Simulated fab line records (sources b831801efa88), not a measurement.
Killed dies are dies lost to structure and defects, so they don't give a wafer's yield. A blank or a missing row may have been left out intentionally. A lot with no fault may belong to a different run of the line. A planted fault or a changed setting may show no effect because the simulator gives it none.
Check of tool commonality + flow gf180mcu + 12 lots and 36 wafers in the sample

## WHY IT WAS OPENED
GF_MVSD_TW_MEAS_11, reading MVSD_TW: flagged on 3 of 12 lots. Fault-free wafers read 1566, with a standard deviation of 8.8.
Rule: flag the lot when none of its wafers has a number, or when each of its wafers that has one lies beyond 4 standard deviations from that mean. All remaining lots are regarded as sound.

| lot  | measured     | on           | MVSD_TW, wafer by wafer | flag    |
|------|--------------|--------------|-------------------------|---------|
| L694 | day 4 07:45  | filmMetro-04 | 1575 1564 1563          |         |
| L695 | day 4 16:16  | filmMetro-03 | 1582 1580 1586          |         |
| L696 | day 4 22:18  | filmMetro-03 | 1589 1576 1583          |         |
| L698 | day 5 09:38  | filmMetro-04 | 1627 1626 1626          | FLAGGED |
| L699 | day 5 17:35  | filmMetro-01 | 1551 1543 1552          |         |
| L700 | day 6 02:52  | filmMetro-01 | 1630 1619 1620          | FLAGGED |
| L707 | day 7 15:28  | filmMetro-03 | 1625 1626 1632          | FLAGGED |
| L710 | day 8 06:19  | filmMetro-04 | 1562 1567 1571          |         |
| L711 | day 8 13:51  | filmMetro-03 | 1570 1573 1576          |         |
| L712 | day 8 23:07  | filmMetro-01 | 1563 1571 1579          |         |
| L713 | day 9 02:37  | filmMetro-01 | 1566 1555 1561          |         |
| L717 | day 10 01:03 | filmMetro-01 | 1562 1559 1563          |         |
The numbers of the flagged lots are 1626 on average: +60 against the usual, or +7 standard deviations.

## LOT BY LOT: THE TOOL USED
The record keeps 1 process step preceding the reading, out of 602 steps on the route. Read each cell as the tool, then ch plus the chambers that the sampled wafers visited, then the start.
| lot  | flag    | GF_MVSD_IMPLANT_09              |
|------|---------|---------------------------------|
| L694 |         | implanter-02 ch 0, day 4 07:30  |
| L695 |         | implanter-03 ch 0, day 4 16:01  |
| L696 |         | implanter-03 ch 0, day 4 22:03  |
| L698 | FLAGGED | implanter-02 ch 0, day 5 09:03  |
| L699 |         | implanter-01 ch 0, day 5 17:20  |
| L700 | FLAGGED | implanter-01 ch 0, day 6 02:03  |
| L707 | FLAGGED | implanter-02 ch 0, day 7 14:54  |
| L710 |         | implanter-01 ch 0, day 8 06:05  |
| L711 |         | implanter-03 ch 0, day 8 13:38  |
| L712 |         | implanter-03 ch 0, day 8 22:53  |
| L713 |         | implanter-02 ch 0, day 9 02:22  |
| L717 |         | implanter-02 ch 0, day 10 00:48 |
These steps, and what they do:
- GF_MVSD_IMPLANT_09
- GF_MVSD_TW_MEAS_11

## FLAGGED OVER TOTAL, TOOL BY TOOL (the gauges that took the reading come last)
| step               | tool         | lots run | flagged | share of the flagged lots | sound lots run after its first flagged lot |
|--------------------|--------------|----------|---------|---------------------------|--------------------------------------------|
| GF_MVSD_IMPLANT_09 | implanter-01 | 3        | 1       | some                      | 1 (L710)                                   |
| GF_MVSD_IMPLANT_09 | implanter-02 | 5        | 2       | some                      | 2 (L713,L717)                              |
| GF_MVSD_IMPLANT_09 | implanter-03 | 4        | 0       | none                      | -                                          |
| GF_MVSD_TW_MEAS_11 | filmMetro-01 | 5        | 1       | some                      | 3 (L712,L713,L717)                         |
| GF_MVSD_TW_MEAS_11 | filmMetro-03 | 4        | 1       | some                      | 1 (L711)                                   |
| GF_MVSD_TW_MEAS_11 | filmMetro-04 | 3        | 1       | some                      | 1 (L710)                                   |

## THE TABLE: WHAT IT ALLOWS
No row of the table ran every flagged lot.

## WHAT THE SIMULATOR HAD PUT IN
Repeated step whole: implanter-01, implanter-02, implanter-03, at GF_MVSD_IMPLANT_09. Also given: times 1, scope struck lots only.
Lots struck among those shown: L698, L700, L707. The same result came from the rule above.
